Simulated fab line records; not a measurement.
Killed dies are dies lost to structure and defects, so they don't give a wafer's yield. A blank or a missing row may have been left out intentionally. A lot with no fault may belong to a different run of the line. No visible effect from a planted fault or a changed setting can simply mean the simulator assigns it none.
Comparing a struck lot with a sound one / flow gf180mcu / 17 out of 602 route steps
Sound: the wafers L214.2, L214.4, L214.6. Struck: wafer L222.3 (L222.2, L222.5, from the same lot, were not struck and are left out); the cause is given at the end.
Order at every step that has rows: each side's tool, ch and its chambers, its first start. Under that, the readings that differ: sound wafers / struck wafers / difference of the means / sigmas: that difference in standard deviations of wafers without a fault.
alike: words and numbers the same on both sides, and readings whose means are apart by under 2 such deviations; not compared: readings that were withheld, readings missing a value for some wafer, numbers with overlapping values and no deviation given by the record, and bounds like >300 which may hide the same value.
The two part at a step that has a row with sigmas, a row that says differs or no value, or rows on one side only. Numbers that have no deviation but don't overlap get no sigmas and don't part them. A reading that every wafer of one side lacks parts them only if that side has two wafers or more.

first, 3 steps without rows for these wafers: GF_V1_EXPOSE_11 (exposes mask Via1, target cd 260 nm); GF_V1_PEB_12 (peb time 90 s); GF_V1_DEVELOP_13 (develop time 60 s).
GF_V1_CD_MEAS_14: the cd target is 260 nm.
  sound on cd_sem-02 at day 20 03:18; struck on cd_sem-01 at day 22 17:43
  alike: cd_nm
GF_V1_OVL_MEAS_15:
  sound on overlay-02 at day 20 03:25; struck on overlay-01 at day 22 17:49
  alike: V1_OVL
GF_V1_ETCH_16: etches BARC in N2/H2.
  sound on rie_diel-03 ch 0,1,2, day 20 03:26; struck on rie_diel-03 ch 0, day 22 17:50
  alike: drypump_motor_current_A, h2_flow_sccm, n2_flow_sccm, oes_product_au, throttle_valve_pct
GF_V1_ETCH_17: etches SiO2 in C4F8/O2/Ar, stops on TiN, target depth 630 nm.
  sound: rie_diel-03 ch 0,1,2; struck: rie_diel-03 ch 0
  alike: oes_product_au
GF_V1_STRIP_18: strips in O2/N2.
  sound on plasma_asher-01 ch 0,1, day 20 03:34; struck on plasma_asher-04 ch 0, day 22 17:58
  alike: drypump_motor_current_A, heater_power_w, n2_flow_sccm, oes_product_au
  not compared: rf_hours_counter_h
then, 2 steps without rows for these wafers: GF_V1_STRIP_19 (strips in post etch residue remover, time 1200 s); GF_V1_CLEAN_20 (cleans in DIW).
GF_V1_SPUTTER_21: material Ti, target thk 15 nm, time 80.02 s.
  sound on pvd_sputter-03 at day 20 04:08; struck on pvd_sputter-02 at day 22 18:31
  alike: cathode_dc_power_W, chamber_pressure_pa, throttle_valve_pct
GF_V1_SPUTTER_22: material TiN, target thk 10 nm, time 40 s.
  sound on pvd_sputter-03 at day 20 04:12; struck on pvd_sputter-02 at day 22 18:34
  alike: cathode_dc_power_W, chamber_pressure_pa, throttle_valve_pct
GF_V1_CVD_23: deposits W, target thk 350 nm, time 105.05 s.
  sound on cvd_w-02 ch 1, day 20 04:14; struck on cvd_w-02 ch 1, day 22 18:37
reading=susceptor_temp_C (C); sound=399.86 399.75 400.20; struck=399.45; difference=-0.49; sigmas=-2
reading=model.W_of_V1_CVD_23.thk_nm (nm); sound=343.8 350.9 354.1; struck=330.4; difference=-19.2; sigmas=
  alike: heater_power_w
GF_V1_RS_MEAS_24: the measuring method here is four-point-probe.
  sound on film_metro-03 at day 20 04:23; struck on film_metro-02 at day 22 19:02
reading=V1_W_RS (ohm/sq); sound=0.334 0.327 0.324; struck=0.347; difference=+0.019; sigmas=+5
  not compared: hold
GF_V1_THK_MEAS_25: measures by xrf.
  sound on film_metro-03 at day 20 04:29; struck on film_metro-02 at day 22 23:09
reading=V1_W_THK (nm); sound=346 353 358; struck=339; difference=-13; sigmas=-3
  not compared: hold
then, 1 step without rows for these wafers: GF_V1_CMP_26 (polishes, stops on SiO2, t overpolish 15 s, target thk 0 nm).
-- the record jumps here: 10 days lie between the struck wafers' starts before and after (it left off in module V1 and takes up again in module PASSIVATION, whose first step shown is number 602 of the route) --
GF_PASSIVATION_PROBE_99:
  record: rows for the struck wafers here (prober-01, day 32 14:16), none for the sound ones

## WHERE THEY PART
At GF_V1_CVD_23 first; at GF_PASSIVATION_PROBE_99 last (within this record only).

WHY: whatever the simulator had introduced
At GF_V1_CVD_23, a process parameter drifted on cvd_w-02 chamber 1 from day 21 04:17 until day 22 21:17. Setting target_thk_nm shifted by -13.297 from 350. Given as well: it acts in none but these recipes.
